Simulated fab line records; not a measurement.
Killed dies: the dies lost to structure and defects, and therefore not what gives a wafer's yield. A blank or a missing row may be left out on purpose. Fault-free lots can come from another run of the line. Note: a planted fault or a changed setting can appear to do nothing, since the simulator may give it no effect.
One fault seen from 2 desks | flow sky130 | only its own numbers are on each desk; what lay behind them is given at the end

## TOOL OWNER'S DESK, litho-track-02
The tool's own readings at SKY_VT_ADJUST_HVTP_DEVELOP_06 (develop time 60 s): means of the sampled wafers that have a number, for each lot that ran on this tool. A lot is out of limits, marked OUT, if its mean lies more than 4 standard deviations from the usual mean; the brackets give that distance.
Columns: A = developer-temp-C at SKY_VT_ADJUST_HVTP_DEVELOP_06, usual 22.99 C; B = exhaust-pa at SKY_VT_ADJUST_HVTP_DEVELOP_06, usual 44.9 Pa
lot  | first seen here | A               | B
L707 | day 6 16:43     | 23.05           | 45.4
L710 | day 7 11:16     | 22.98           | 45.9
L714 | day 8 09:19     | 22.92           | 45.7
L717 | day 9 07:07     | 22.99           | 44.4
L724 | day 11 02:46    | 25.27 (+21) OUT | 45.0
L727 | day 11 22:02    | 25.26 (+21) OUT | 44.0
This desk's verdict: out of limits on L724, L727, starting with L724 at day 11 02:46 (developer-temp-C at SKY_VT_ADJUST_HVTP_DEVELOP_06). In limits: L707, L710, L714, L717.

## METROLOGY DESK
Lot by lot, what the gauges showed, no matter which tool ran the lot: averages of those sampled wafers that carry a number. A lot is out of limits, marked OUT, if its mean lies more than 4 standard deviations from the usual mean; the brackets give that distance.
Columns: A = cd-nm at SKY_VT_ADJUST_HVTP_CD_MEAS_07, usual 380.4 nm
lot  | first seen here | A
L705 | day 6 01:14     | 380.6
L706 | day 6 13:10     | 383.5
L707 | day 6 16:52     | 378.2
L708 | day 6 21:29     | 384.0
L709 | day 7 04:53     | 379.5
L710 | day 7 11:24     | 378.3
L711 | day 7 19:05     | 380.6
L714 | day 8 09:28     | 375.1
L715 | day 8 16:53     | 377.3
L717 | day 9 07:16     | 382.1
L724 | day 11 02:55    | 375.8
L726 | day 11 11:56    | 383.4
L727 | day 11 22:10    | 370.1
L728 | day 12 05:41    | 377.4
Result from this desk: across the 14 lots, nothing is out of limits.

## TAKEN TOGETHER
An alarm could have come from the tool owner's desk at day 11 02:46, on L724, L727.
The metrology desk saw nothing out of limits.
The metrology desk has L724, L727 on record, within its limits.
All the named lots went through SKY_VT_ADJUST_HVTP_DEVELOP_06 on litho-track-02.

## WHAT WAS PUT IN BY THE SIMULATOR
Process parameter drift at SKY_VT_ADJUST_HVTP_DEVELOP_06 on litho-track-02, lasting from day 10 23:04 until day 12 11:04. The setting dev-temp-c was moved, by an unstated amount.
Lots struck among those shown: L724, L727.
How many hours passed from the start of the fault until each desk's first out-of-limits reading: the tool owner's desk, 4.
